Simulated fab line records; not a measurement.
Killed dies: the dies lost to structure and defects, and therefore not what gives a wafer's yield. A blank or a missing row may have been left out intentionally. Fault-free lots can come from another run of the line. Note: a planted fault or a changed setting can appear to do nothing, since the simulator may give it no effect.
fab line records | flow sky130
record lots=5 wafers=15 lastDay=50
route steps=708 shown SONOS_TUNNEL@160 SONOS_ONO@168 GATE_OXIDE@187 PAD_OPEN@708
lots with no fault: from the same line, run without faults
startH: hours from the record's first day to the start of the lot's first wafer shown | waitH: how many hours have passed since the lot's step before this one | " unchanged from the row above | L1.1+2: one row covering several wafers at once | - no value, or no start given | * or withheld: withheld | < > ~ a bound
route shown NAME@n: a module of which the file shows steps, and the number in the route of the first | usual: average and standard deviation across the fault-free wafers | same: alike in all rows | chamber/n: place in a boat | sites: per-site readings | _std_site: the standard deviation of these | _edge_site: outer sites' mean less inner sites' | radiusMm: how far each site lies from the wafer's centre | mask NAME#n: copy n | behind: tool/chamber where the wafer was last shaped | hold: why the lot was held/for how many hours/how that ended | device: transistor that didn't switch, given as n, p or np | end of line: the tests these same wafers got at the end of their route | a step given without rows: its recipe and nothing more | killed: count of dies lost to structure and defects at first sort (not the wafer's yield) | map: shows each die of a wafer: x if killed, . if not, _ if none is there
set.NAME: the setting that was run; set.NAME@STEP: the one run at that earlier step | model.NAME: the simulator's own value behind a step, which no gauge read
a table for each step, a row for each wafer; lots at some steps of the route
services: when a tool's chamber went out of use (startH, in hours from the record's first day, below 0 if earlier), for how many hours, and the reason
## steps
# step SKY_SONOS_TUNNEL_DEVELOP_06
# recipe resist=NOVOLAK developer=TMAH developTimeS=60 devTempC=23
# step SKY_SONOS_TUNNEL_CD_MEAS_07
# recipe targetCdNm=410
# usual cdNm=410.1/1.8
# columns lot.wafer tool chamber startH waitH cdNm
L779.1 cdSem-01 - 301.29 0.1 407.1
L779.2 " - " " 405.9
L779.6 " - " " 407.3
L782.2 cdSem-02 - 320.21 0.1 413.3
L782.5 " - " " 413.3
L782.6 " - " " 411.4
L783.2 cdSem-01 - 327.91 0.1 409.5
L783.5 " - " " 411.3
L783.6 " - " " 408.4
L789.1 cdSem-01 - 377.54 0.1 409.6
L789.3 " - " " 407.2
L789.5 " - " " 410.1
L796.1 cdSem-01 - 443.19 0.1 408.7
L796.2 " - " " 409.5
L796.3 " - " " 406.8
# step SKY_SONOS_TUNNEL_OVL_MEAS_08
# usual SONOS_TUNNEL_OVL=-0.8/1.4
# columns lot.wafer tool chamber startH waitH SONOS_TUNNEL_OVL[nm]
L779.1 overlay-02 - 301.41 0.1 -3.0
L779.2 " - " " -3.4
L779.6 " - " " -3.7
L782.2 overlay-01 - 320.32 0.1 -1.1
L782.5 " - " " -1.0
L782.6 " - " " -1.2
L783.2 overlay-02 - 328.01 0.1 0.3
L783.5 " - " " -0.3
L783.6 " - " " -0.5
L789.1 overlay-01 - 377.66 0.1 -1.3
L789.3 " - " " -0.1
L789.5 " - " " 0.5
L796.1 overlay-02 - 443.31 0.1 0.0
L796.2 " - " " 0.6
L796.3 " - " " -0.7
# step SKY_SONOS_TUNNEL_IMPLANT_09
# recipe species=B energyKev=20 doseCm2=1e+12 tiltDeg=withheld
# step SKY_SONOS_TUNNEL_WET_ETCH_10
# recipe chemistry=dHF targetDepthNm=14 target=SiO2 dilution=100:1 tempC=25 timeS=280
# step SKY_SONOS_TUNNEL_STRIP_11
# recipe chemistry=SPM timeS=600 tempC=130
# step SKY_SONOS_TUNNEL_TW_MEAS_12
# usual SONOS_TUNNEL_TW=197.7/0.99
# columns lot.wafer tool chamber startH waitH SONOS_TUNNEL_TW
L779.1 filmMetro-03 - 301.86 0.0 198.6
L779.2 " - " " 198.4
L779.6 " - " " 197.2
L782.2 filmMetro-04 - 320.95 0.0 197.8
L782.5 " - " " 198.1
L782.6 " - " " 198.2
L783.2 filmMetro-04 - 328.49 0.0 196.4
L783.5 " - " " 198.1
L783.6 " - " " 196.0
L789.1 filmMetro-02 - 378.11 0.0 197.7
L789.3 " - " " 196.3
L789.5 " - " " 196.2
L796.1 filmMetro-02 - 443.76 0.0 196.7
L796.2 " - " " 197.2
L796.3 " - " " 198.1
# step SKY_SONOS_TUNNEL_CLEAN_13
# recipe chemistry=dHF timeS=20 dilution=100:1 dry=ipaMarangoni
# step SKY_SONOS_ONO_OXIDATION_00
# recipe tempC=800 ambient=O2 idleTempC=700 rampUpCPerMin=10 rampDownCPerMin=3 stabiliseS=600 purgeS=300 targetThkA=26 oxTimeS=1249
# step SKY_SONOS_ONO_THK_MEAS_01
# recipe reads=SiO2_of_SONOS_ONO_OXIDATION_00
# usual SONOS_ONO_OXIDATION_THK=2.59/0.063
# columns lot.wafer tool chamber startH waitH SONOS_ONO_OXIDATION_THK[nm]
L779.1 filmMetro-01 - 303.28 0.0 2.54
L779.2 " - " " 2.49
L779.6 " - " " 2.48
L782.2 filmMetro-01 - 323.64 0.0 2.48
L782.5 " - " " 2.53
L782.6 " - " " 2.45
L783.2 filmMetro-01 - 330.40 0.0 2.63
L783.5 " - " " 2.61
L783.6 " - " " 2.64
L789.1 filmMetro-02 - 379.53 0.0 2.61
L789.3 " - " " 2.61
L789.5 " - " " 2.60
L796.1 filmMetro-02 - 445.57 0.0 2.60
L796.2 " - " " 2.57
L796.3 " - " " 2.65
# step SKY_SONOS_ONO_CVD_02
# recipe material=Si3N4 precursor=DCS/NH3 targetThkNm=10.5 tempC=770 timeS=180 pressureMtorr=250
# step SKY_SONOS_ONO_THK_MEAS_03
# recipe reads=Si3N4_of_SONOS_ONO_CVD_02
# usual SONOS_ONO_CVD_02_THK=10.44/0.13
# columns lot.wafer tool chamber startH waitH SONOS_ONO_CVD_02_THK[nm]
L779.1 filmMetro-04 - 304.74 0.0 10.41
L779.2 " - " " 10.52
L779.6 " - " " 10.52
L782.2 filmMetro-04 - 324.75 0.0 10.35
L782.5 " - " " 10.39
L782.6 " - " " 10.40
L783.2 filmMetro-04 - 331.51 0.0 10.37
L783.5 " - " " 10.52
L783.6 " - " " 10.49
L789.1 filmMetro-02 - 380.64 0.0 10.62
L789.3 " - " " 10.62
L789.5 " - " " 10.74
L796.1 filmMetro-01 - 446.68 0.0 10.45
L796.2 " - " " 10.45
L796.3 " - " " 10.54
# step SKY_SONOS_ONO_CVD_04
# recipe material=SiO2 precursor=SiH4/N2O targetThkNm=5.7199 tempC=900 pressureMtorr=400
# usual pressureMtorr=400.0/0.78 spikeTcUpperC=899.3/1.8
# columns lot.wafer tool chamber startH waitH pressureMtorr spikeTcUpperC model.SiO2_of_SONOS_ONO_CVD_04.thkNm
L779.1 lpcvd-03 0 304.80 0.1 399.7 901.9 5.751
L779.2 " 0 " " 399.5 901.4 5.771
L779.6 " 0 " " 399.8 900.9 5.815
L782.2 lpcvd-03 1 324.80 0.0 400.4 897.2 5.663
L782.5 " 1 " " 400.9 898.3 5.615
L782.6 " 1 " " 400.9 896.9 5.637
L783.2 lpcvd-03 0 331.56 0.0 400.3 900.5 5.809
L783.5 " 0 " " 399.1 900.5 5.882
L783.6 " 0 " " 399.8 901.8 5.723
L789.1 lpcvd-03 1 380.70 0.1 480.6 897.0 6.3
L789.3 " 1 " " 480.3 897.3 6.266
L789.5 " 1 " " 480.1 898.2 6.372
L796.1 lpcvd-03 1 446.74 0.1 399.1 899.5 5.769
L796.2 " 1 " " 400.3 898.7 5.698
L796.3 " 1 " " 399.7 898.1 5.732
# step SKY_SONOS_ONO_THK_MEAS_05
# recipe reads=SiO2_of_SONOS_ONO_CVD_04
# usual SONOS_ONO_CVD_04_THK=5.74/0.13
# columns lot.wafer tool chamber startH waitH SONOS_ONO_CVD_04_THK[nm]
L779.1 filmMetro-01 - 306.05 0.0 5.77
L779.2 " - " " 5.78
L779.6 " - " " 5.80
L782.2 filmMetro-01 - 326.06 0.0 5.62
L782.5 " - " " 5.62
L782.6 " - " " 5.66
L783.2 filmMetro-04 - 332.82 0.0 5.77
L783.5 " - " " 5.85
L783.6 " - " " 5.75
L789.1 filmMetro-02 - 381.95 0.0 6.29
L789.3 " - " " 6.28
L789.5 " - " " 6.42
L796.1 filmMetro-01 - 447.99 0.0 5.71
L796.2 " - " " 5.70
L796.3 " - " " 5.75
# step SKY_SONOS_ONO_DEHYDRATE_06
# recipe tempC=200 timeS=60
# step SKY_SONOS_ONO_HMDS_07
# recipe primeTimeS=60 primeTempC=120
# step SKY_SONOS_ONO_COAT_08
# recipe resist=NOVOLAK spinRpm=3000 resistThkNm=1140
# step SKY_SONOS_ONO_SOFTBAKE_09
# recipe tempC=90 timeS=57.51 resist=NOVOLAK
# step SKY_SONOS_ONO_EXPOSE_10
# recipe maskId=ONOM targetCdNm=410 na=0.6 sourceShape=conventional sigmaOuter=0.6 doseMj=150
# step SKY_SONOS_ONO_PEB_11
# recipe tempC=withheld timeS=* resist=NOVOLAK
# step SKY_SONOS_ONO_DEVELOP_12
# recipe developTimeS=60 devTempC=23
# step SKY_SONOS_ONO_CD_MEAS_13
# recipe targetCdNm=410
# usual cdNm=410.5/2.5
# columns lot.wafer tool chamber startH waitH cdNm
L779.1 cdSem-02 - 331.49 0.1 412.8
L779.2 " - " " 413.4
L779.6 " - " " 412.0
L782.2 cdSem-01 - 353.36 0.1 415.5
L782.5 " - " " 417.0
L782.6 " - " " 415.2
L783.2 cdSem-01 - 360.36 0.1 408.3
L783.5 " - " " 408.7
L783.6 " - " " 409.9
L789.1 cdSem-02 - 410.64 0.1 410.5
L789.3 " - " " 408.4
L789.5 " - " " 407.5
L796.1 cdSem-02 - 478.94 0.1 410.7
L796.2 " - " " 409.9
L796.3 " - " " 412.8
# step SKY_SONOS_ONO_OVL_MEAS_14
# usual SONOS_ONO_OVL=-0.5/1.4
# columns lot.wafer tool chamber startH waitH SONOS_ONO_OVL[nm]
L779.1 overlay-02 - 331.61 0.1 -2.2
L779.2 " - " " -0.5
L779.6 " - " " -3.7
L782.2 overlay-02 - 353.46 0.1 -1.8
L782.5 " - " " 0.2
L782.6 " - " " -0.1
L783.2 overlay-02 - 360.46 0.1 0.0
L783.5 " - " " 0.5
L783.6 " - " " 0.2
L789.1 overlay-02 - 410.76 0.1 -0.7
L789.3 " - " " -1.4
L789.5 " - " " -1.3
L796.1 overlay-01 - 479.06 0.1 1.4
L796.2 " - " " -0.1
L796.3 " - " " -0.2
# step SKY_SONOS_ONO_ETCH_15
# recipe targetDepthNm=19.52 chemistry=CHF3/O2 sourceW=600 biasW=200 pressureMtorr=40 chf3FlowSccm=50 O2_flow_sccm=5 timeS=7.8
# usual O2_flow_sccm=5.000/0.014 biasW=200.0/0.57 drypumpMotorCurrentA=5.8/0.32 oesProductAu=1.001/0.0091 rfFwdPowerW=589/3 throttleValvePct=8.825/0.0095
# columns lot.wafer tool chamber startH waitH O2_flow_sccm biasW drypumpMotorCurrentA oesProductAu rfFwdPowerW rfHoursCounterH throttleValvePct
L779.1 rieDiel-02 2 331.64 0.0 5.006 199.6 5.7 0.991 586 11 8.825
L779.2 " 0 " " 4.983 200.2 6.0 1.003 588 11 8.830
L779.6 " 2 " " 5.010 199.5 5.7 0.994 590 - 8.831
L782.2 rieDiel-04 3 353.49 0.0 5.014 200.3 5.5 1.002 593 8 8.835
L782.5 " 2 " " 5.000 200.1 5.4 1.011 584 - 8.827
L782.6 " 3 " " 5.022 200.3 5.4 1.002 591 - 8.829
L783.2 rieDiel-04 0 360.49 0.0 5.010 199.4 6.2 1.022 585 9 8.812
L783.5 " 2 " " 4.981 200.1 5.5 1.013 587 - 8.827
L783.6 " 1 " " 4.989 200.4 5.5 1.018 592 - 8.819
L789.1 rieDiel-04 1 410.79 0.0 4.988 200.6 5.4 1.015 591 87 8.826
L789.3 " 2 " " 4.976 200.2 5.5 1.013 584 64 8.831
L789.5 " 2 " " 4.987 201.1 5.5 1.005 583 - 8.834
L796.1 rieDiel-02 2 479.09 0.0 5.023 200.6 5.7 1.008 584 14 8.821
L796.2 " 3 " " 4.995 199.6 6.1 0.998 590 12 8.824
L796.3 " 0 " " 5.012 199.9 6.0 1.011 597 15 8.836
# step SKY_SONOS_ONO_WET_ETCH_16
# recipe chemistry=dHF targetDepthNm=14 dry=n2Spin target=SiO2 dilution=100:1 tempC=25 timeS=280
# step SKY_SONOS_ONO_STRIP_17
# recipe chemistry=O2/N2 powerW=1400 pressureMtorr=1500 platenTempC=withheld o2FlowSccm=3000 n2FlowSccm=300 overashFraction=0.5
# usual drypumpMotorCurrentA=5.8/0.35 oesProductAu=0.710/0.0046 stripTimeToEndpointS=14.12/0.041
# columns lot.wafer tool chamber startH waitH drypumpMotorCurrentA oesProductAu rfHoursCounterH stripTimeToEndpointS
L779.1 plasmaAsher-03 0 331.76 0.0 5.3 0.710 69 14.18
L779.2 " 1 " " 5.7 0.714 69 14.18
L779.6 " 1 " " 5.8 0.718 - 14.14
L782.2 plasmaAsher-01 1 353.61 0.0 6.5 0.717 70 14.09
L782.5 " 0 " " 5.7 0.714 - 14.15
L782.6 " 1 " " 6.5 0.701 - 14.14
L783.2 plasmaAsher-03 0 360.60 0.0 5.3 0.706 72 14.09
L783.5 " 1 " " 5.7 0.714 - 14.07
L783.6 " 0 " " 5.3 0.706 - 14.01
L789.1 plasmaAsher-04 0 410.99 0.0 5.7 0.702 60 14.09
L789.3 " 1 " " 6.1 0.717 - 14.09
L789.5 " 1 " " 6.1 0.709 - 14.13
L796.1 plasmaAsher-03 0 479.21 0.0 5.3 0.716 6 14.18
L796.2 " 1 " " 5.8 0.700 6 14.16
L796.3 " 0 " " 5.3 0.706 - 14.18
# step SKY_SONOS_ONO_WET_ETCH_18
# recipe chemistry=H3PO4 targetDepthNm=15 target=Si3N4 tempC=160 timeS=172
# step SKY_GATE_OXIDE_CLEAN_00
# recipe chemistry=SC1/SC2 mix=1:4:20 tempC=70 timeS=150 dry=n2Spin
# step SKY_GATE_OXIDE_OXIDATION_01
# recipe tempC=900 ambient=O2 stabiliseS=600 purgeS=300 targetThkA=102.68 oxTimeS=1473
# step SKY_GATE_OXIDE_THK_MEAS_02
# recipe reads=SiO2_of_GATE_OXIDE_OXIDATION_01
# usual GATE_OXIDE_OXIDATION_00_THK=10.18/0.22
# columns lot.wafer tool chamber startH waitH GATE_OXIDE_OXIDATION_00_THK[nm]
L779.1 filmMetro-01 - 334.46 0.0 9.74
L779.2 " - " " 9.80
L779.6 " - " " 9.80
L782.2 filmMetro-03 - 355.94 0.0 10.38
L782.5 " - " " 10.19
L782.6 " - " " 10.29
L783.2 filmMetro-01 - 363.05 0.0 10.37
L783.5 " - " " 10.50
L783.6 " - " " 10.58
L789.1 filmMetro-01 - 414.43 0.0 10.25
L789.3 " - " " 10.07
L789.5 " - " " 10.14
L796.1 filmMetro-03 - 481.04 0.0 10.10
L796.2 " - " " 10.18
L796.3 " - " " 10.30
# step SKY_GATE_OXIDE_DEHYDRATE_03
# recipe tempC=200 timeS=60
# step SKY_GATE_OXIDE_HMDS_04
# recipe primeTimeS=60 primeTempC=120
# step SKY_GATE_OXIDE_COAT_05
# recipe resist=NOVOLAK spinRpm=3000 resistThkNm=1140
# step SKY_GATE_OXIDE_SOFTBAKE_06
# recipe tempC=90 timeS=60 resist=NOVOLAK
# step SKY_GATE_OXIDE_EXPOSE_07
# recipe maskId=LVOM na=0.6 sourceShape=conventional sigmaOuter=0.6 polarization=unpolarized targetCdNm=600 doseMj=170
# step SKY_GATE_OXIDE_PEB_08
# recipe tempC=withheld timeS=* resist=NOVOLAK
# step SKY_GATE_OXIDE_DEVELOP_09
# recipe resist=NOVOLAK developer=TMAH developTimeS=57.87 devTempC=23
# step SKY_GATE_OXIDE_OVL_MEAS_10
# usual GATE_OXIDE_OVL=-0.4/1.3
# columns lot.wafer tool chamber startH waitH GATE_OXIDE_OVL[nm]
L779.1 overlay-02 - 361.82 0.1 -2.1
L779.2 " - " " -1.2
L779.6 " - " " -1.2
L782.2 overlay-01 - 384.62 0.1 1.2
L782.5 " - " " -0.1
L782.6 " - " " 1.0
L783.2 overlay-02 - 391.69 0.1 0.5
L783.5 " - " " 0.9
L783.6 " - " " 1.8
L789.1 overlay-02 - 444.67 0.1 -1.5
L789.3 " - " " -0.3
L789.5 " - " " -0.1
L796.1 overlay-01 - 515.73 0.1 0.1
L796.2 " - " " 1.1
L796.3 " - " " 1.6
# step SKY_GATE_OXIDE_IMPLANT_11
# recipe species=B energyKev=10 doseCm2=2.6e+12 tiltDeg=withheld
# step SKY_GATE_OXIDE_WET_ETCH_12
# recipe chemistry=dHF targetDepthNm=16.8 dry=n2Spin target=SiO2 dilution=100:1 tempC=25 timeS=336
# step SKY_GATE_OXIDE_STRIP_13
# recipe chemistry=O2/N2 powerW=1400 pressureMtorr=1500 platenTempC=withheld o2FlowSccm=3000 n2FlowSccm=300 overashFraction=0.5
# usual drypumpMotorCurrentA=5.65/0.28 oesProductAu=0.715/0.0044 stripTimeToEndpointS=14.18/0.04
# columns lot.wafer tool chamber startH waitH drypumpMotorCurrentA oesProductAu rfHoursCounterH stripTimeToEndpointS
L779.1 plasmaAsher-02 0 362.10 0.0 5.28 0.715 19 14.17
L779.2 " 1 " " 5.60 0.713 19 14.22
L779.6 " 0 " " 5.27 0.715 - 14.19
L782.2 plasmaAsher-02 0 384.90 0.0 5.29 0.710 22 14.19
L782.5 " 1 " " 5.62 0.715 - 14.18
L782.6 " 0 " " 5.25 0.721 - 14.18
L783.2 plasmaAsher-04 0 391.97 0.0 5.75 0.714 58 14.19
L783.5 " 0 " " 5.75 0.718 - 14.20
L783.6 " 1 " " 6.11 0.721 - 14.18
L789.1 plasmaAsher-02 1 444.95 0.0 5.62 0.711 28 14.15
L789.3 " 1 " " 5.61 0.721 - 14.10
L789.5 " 0 " " 5.31 0.720 - 14.16
L796.1 plasmaAsher-04 0 516.02 0.0 5.76 0.713 71 14.14
L796.2 " 1 " " 6.06 0.719 71 14.15
L796.3 " 0 " " 5.75 0.707 - 14.14
# step SKY_GATE_OXIDE_TW_MEAS_14
# usual GATE_OXIDE_TW=224.8/1
# columns lot.wafer tool chamber startH waitH GATE_OXIDE_TW
L779.1 filmMetro-03 - 362.20 0.1 223.5
L779.2 " - " " 223.9
L779.6 " - " " 223.7
L782.2 filmMetro-03 - 385.01 0.1 225.2
L782.5 " - " " 225.7
L782.6 " - " " 225.8
L783.2 filmMetro-04 - 392.08 0.1 223.3
L783.5 " - " " 223.2
L783.6 " - " " 223.8
L789.1 filmMetro-01 - 445.05 0.1 224.6
L789.3 " - " " 226.1
L789.5 " - " " 225.2
L796.1 filmMetro-04 - 516.12 0.1 223.8
L796.2 " - " " 225.6
L796.3 " - " " 225.8
# step SKY_GATE_OXIDE_CLEAN_15
# recipe chemistry=SC1/SC2 mix=1:4:20 tempC=70 timeS=150 dry=n2Spin
# columns lot.wafer tool chamber startH waitH model.SiO2_of_SONOS_ONO_CVD_04.thkNm
L779.1 wetBench-02 1 362.26 0.1 4.228
L779.2 " 1 " " 4.242
L779.6 " 1 " " 4.291
L782.2 wetBench-02 2 385.06 0.0 4.152
L782.5 " 2 " " 4.102
L782.6 " 2 " " 4.122
L783.2 wetBench-02 1 392.13 0.0 4.284
L783.5 " 1 " " 4.36
L783.6 " 1 " " 4.203
L789.1 wetBench-01 2 445.11 0.1 4.787
L789.3 " 2 " " 4.747
L789.5 " 2 " " 4.861
L796.1 wetBench-04 1 516.18 0.1 4.26
L796.2 " 1 " " 4.191
L796.3 " 1 " " 4.222
# step SKY_PAD_OPEN_PROBE_99
# usual killed_at_M0_to_M3=43/6.9 killed_at_M4_up=3.1/1.9 killedAtContacts=24/5.4 killedAtFrontEnd=14/4.3 killedAtOther=0.3/0.53 killedDies=84/9.5 killedOpen=46/6.8 killedShort=38/6
# same grossDies=492 killedAtBackSide=0
# columns lot.wafer tool chamber startH waitH killed_at_M0_to_M3 killed_at_M4_up killedAtContacts killedAtFrontEnd killedAtOther killedDies killedOpen killedShort model.etest.sonosErased.driveUaUm model.etest.sonosUncharged.rOnOhmUm model.etest.capOno.gateLog10ACm2 model.etest.capOno.gateBvV model.etest.capOno.toxAccNm model.etest.sonosProgrammed.vtV model.etest.sonosProgrammed.offLog10AUm model.etest.sonosErased.vtV
L779.1 prober-01 - 1116.84 0.1 25 2 31 20 0 78 41 37 214.7 809.6 -7.929 16.54 12.86 1.474 -13.98 -2.346
L779.2 prober-01 - 1116.89 0.1 40 1 26 19 0 86 46 40 145.6 813.8 -7.872 16.32 12.93 1.478 -14.13 -2.249
L779.6 prober-01 - 1117.09 0.2 39 2 26 10 0 77 33 44 209 803.5 -7.977 16.68 12.94 1.413 -13.95 -2.311
L782.2 prober-01 - 1132.06 0.1 40 4 23 19 1 87 49 37 177.2 798.2 -7.623 16.25 12.64 1.552 -14.09 -2.385
L782.5 prober-01 - 1132.21 0.2 40 4 20 14 0 78 38 39 213.6 792.4 -7.683 16.09 12.64 1.561 -14.15 -2.406
L782.6 prober-01 - 1132.26 0.2 39 3 26 13 0 81 45 36 188.8 800.5 -7.705 16.27 12.71 1.508 -13.97 -2.374
L783.2 prober-02 - 1133.95 0.1 31 2 30 14 0 77 41 36 179.2 817.9 -7.941 16.34 12.89 1.417 -14.01 -2.251
L783.5 prober-02 - 1134.10 0.2 39 5 28 13 1 86 48 38 210.5 799.1 -8.199 16.76 13.1 1.369 -13.94 -2.229
L783.6 prober-02 - 1134.15 0.2 40 3 31 16 0 90 51 39 197.1 826.9 -7.944 16.44 12.93 1.462 -13.89 -2.273
L789.1 prober-02 - 1168.81 0.1 33 5 25 14 0 77 36 41 147.9 842.5 -8.794 17.28 13.51 1.11 -14.05 -1.929
L789.3 prober-02 - 1168.91 0.2 40 3 23 12 0 78 50 28 162.3 814.9 -8.785 16.86 13.52 1.085 -13.79 -1.978
L789.5 prober-02 - 1169.01 0.2 42 1 26 6 0 75 50 25 145.1 840 -8.938 17.54 13.66 0.9661 -13.28 -1.875
L796.1 prober-02 - 1211.25 0.1 44 3 19 12 1 79 41 37 168.8 826 -7.998 16.39 12.95 1.458 -13.85 -2.214
L796.2 prober-02 - 1211.30 0.1 53 5 15 13 0 86 46 40 194 804.1 -7.913 16.49 12.93 1.456 -13.94 -2.272
L796.3 prober-02 - 1211.35 0.2 40 2 26 9 0 77 45 32 175.6 809.1 -7.981 16.31 12.97 1.446 -14.02 -2.218
# killed by level:class
L779.1 LI_CONTACT:geometricParticle:open=8 CONTACT:geometricParticle:open=8 POLY_GATE:geometricParticle:short=7 CONTACT:geometricParticle:short=5 VIA2:geometricParticle:open=5 FIELD_ISO:geometricParticle:open=4 POLY_GATE:geometricParticle:open=4 LI_CONTACT:geometricParticle:short=4
L779.2 VIA1:geometricParticle:open=13 CONTACT:geometricParticle:open=9 VIA2:geometricParticle:open=7 FIELD_ISO:geometricParticle:short=6 LI_CONTACT:geometricParticle:open=6 CONTACT:geometricParticle:short=6 POLY_GATE:geometricParticle:short=5 VIA3:geometricParticle:open=5
L779.6 VIA1:geometricParticle:open=12 CONTACT:geometricParticle:short=8 LOCAL_INTERCONNECT:geometricParticle:short=7 CONTACT:geometricParticle:open=7 POLY_GATE:geometricParticle:short=5 VIA1:geometricParticle:short=4 METAL2:geometricParticle:short=4 LI_CONTACT:geometricParticle:open=3
L782.2 VIA1:geometricParticle:open=12 LI_CONTACT:geometricParticle:open=9 POLY_GATE:geometricParticle:short=7 VIA1:geometricParticle:short=7 VIA3:geometricParticle:open=6 CONTACT:geometricParticle:open=5 VIA2:geometricParticle:open=5 FIELD_ISO:geometricParticle:open=4
L782.5 VIA3:geometricParticle:open=10 CONTACT:geometricParticle:short=7 VIA1:geometricParticle:open=7 METAL2:geometricParticle:short=5 LI_CONTACT:geometricParticle:open=5 METAL1:geometricParticle:short=5 VIA2:geometricParticle:open=5 FIELD_ISO:geometricParticle:short=4
L782.6 VIA1:geometricParticle:open=11 LI_CONTACT:geometricParticle:open=9 CONTACT:geometricParticle:open=7 VIA3:geometricParticle:open=6 LOCAL_INTERCONNECT:geometricParticle:short=5 METAL1:geometricParticle:short=5 FIELD_ISO:geometricParticle:short=4 POLY_GATE:geometricParticle:open=4
L783.2 VIA1:geometricParticle:open=9 CONTACT:geometricParticle:open=8 METAL2:geometricParticle:short=7 LI_CONTACT:geometricParticle:open=7 LOCAL_INTERCONNECT:geometricParticle:short=5 VIA3:geometricParticle:open=5 POLY_GATE:geometricParticle:short=4 LI_CONTACT:geometricParticle:short=4
L783.5 LI_CONTACT:geometricParticle:open=11 VIA1:geometricParticle:open=11 CONTACT:geometricParticle:open=7 POLY_GATE:geometricParticle:open=6 LI_CONTACT:geometricParticle:short=6 METAL2:geometricParticle:short=6 VIA2:geometricParticle:short=4 VIA1:geometricParticle:short=4
L783.6 LI_CONTACT:geometricParticle:open=12 VIA1:geometricParticle:open=10 CONTACT:geometricParticle:open=9 LOCAL_INTERCONNECT:geometricParticle:short=6 VIA1:geometricParticle:short=6 VIA2:geometricParticle:open=6 METAL2:geometricParticle:short=5 FIELD_ISO:geometricParticle:open=4
L789.1 CONTACT:geometricParticle:open=9 LI_CONTACT:geometricParticle:open=7 POLY_GATE:geometricParticle:short=6 VIA1:geometricParticle:open=6 VIA2:geometricParticle:short=6 METAL1:geometricParticle:short=5 VIA2:geometricParticle:open=5 LOCAL_INTERCONNECT:geometricParticle:short=4
L789.3 VIA1:geometricParticle:open=14 CONTACT:geometricParticle:open=10 FIELD_ISO:geometricParticle:open=7 VIA2:geometricParticle:open=6 LI_CONTACT:geometricParticle:short=5 LI_CONTACT:geometricParticle:open=4 VIA3:geometricParticle:open=4 FIELD_ISO:geometricParticle:short=3
L789.5 VIA1:geometricParticle:open=16 LI_CONTACT:geometricParticle:open=8 CONTACT:geometricParticle:open=8 VIA3:geometricParticle:open=6 VIA2:geometricParticle:open=6 CONTACT:geometricParticle:short=4 LI_CONTACT:geometricParticle:short=3 METAL1:geometricParticle:short=3
L796.1 VIA1:geometricParticle:open=11 VIA3:geometricParticle:open=9 CONTACT:geometricParticle:open=6 VIA2:geometricParticle:open=6 CONTACT:geometricParticle:short=5 FIELD_ISO:geometricParticle:short=4 POLY_GATE:geometricParticle:short=4 VIA3:geometricParticle:short=4
L796.2 VIA3:geometricParticle:open=13 VIA2:geometricParticle:open=9 VIA1:geometricParticle:open=8 METAL1:geometricParticle:short=6 METAL2:geometricParticle:short=5 CONTACT:geometricParticle:open=5 VIA3:geometricParticle:short=5 METAL4:geometricParticle:short=5
L796.3 LI_CONTACT:geometricParticle:open=9 VIA2:geometricParticle:open=8 VIA1:geometricParticle:open=8 CONTACT:geometricParticle:open=6 METAL2:geometricParticle:short=6 VIA3:geometricParticle:open=5 CONTACT:geometricParticle:short=5 METAL1:geometricParticle:short=4
## services
# columns tool chamber startH hours kind
rieDiel-04 1 284.66 15.2 repair
rieDiel-02 1 288.96 4.0 repair
lpcvd-03 - 290.84 6.0 pm
rieDiel-02 1 304.16 1.3 repair
rieDiel-02 1 306.64 8.2 repair
rieDiel-04 1 310.73 2.6 repair
plasmaAsher-01 - 355.25 16.6 repair
plasmaAsher-01 - 366.61 1.0 repair
wetBench-02 - 372.70 5.2 repair
rieDiel-02 1 390.47 6.5 repair
plasmaAsher-02 - 396.26 3.2 repair
plasmaAsher-02 - 398.78 2.9 repair
plasmaAsher-03 - 421.25 9.0 pm
plasmaAsher-03 0 421.25 9.0 ventCycle
plasmaAsher-03 1 421.25 9.0 ventCycle
plasmaAsher-03 0 430.25 - clean
plasmaAsher-03 1 430.25 - clean
plasmaAsher-01 - 435.12 40.8 repair
rieDiel-04 - 458.20 2.6 repair
rieDiel-04 1 460.96 2.5 repair
plasmaAsher-02 - 462.74 0.7 repair
plasmaAsher-04 - 467.00 0.3 repair
rieDiel-04 1 499.36 - clean
rieDiel-04 1 499.36 12.5 scheduledDown
## key
firstSign step=SKY_SONOS_ONO_CVD_04 reading=pressureMtorr direction=up sigmas=99+ usual=400.0 struck=480.3
effect step=SKY_SONOS_ONO_THK_MEAS_05 reading=SONOS_ONO_CVD_04_THK direction=up sigmas=4.5 usual=5.74 struck=6.33
modelEffect step=SKY_SONOS_ONO_CVD_04 value=SiO2_of_SONOS_ONO_CVD_04.thkNm without=5.767 struck=6.313
modelEffect step=SKY_GATE_OXIDE_CLEAN_15 value=SiO2_of_SONOS_ONO_CVD_04.thkNm without=4.253 struck=4.799
modelEffect step=SKY_PAD_OPEN_PROBE_99 value=etest.sonosErased.driveUaUm without=183.9 struck=151.7
metAt SKY_SONOS_ONO_CVD_04
struckWafers L789.1,L789.3,L789.5
testerLeftOut L789
onsetBetween 324.80 380.70
fault kind=processParameterDrift tool=lpcvd-03 chamber=1 onsetH=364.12 steps=SKY_SONOS_ONO_CVD_04 channel=pressureMtorr offset=80 shape=step endH=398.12 stated=400
# testerLeftOut: of these lots the tester's yield and bins aren't shown, on N5 and GAA mostly nor the transistor test; their killed dies are dies lost to structure and defects alone, not to doping, threshold or leakage, so they don't give the yield
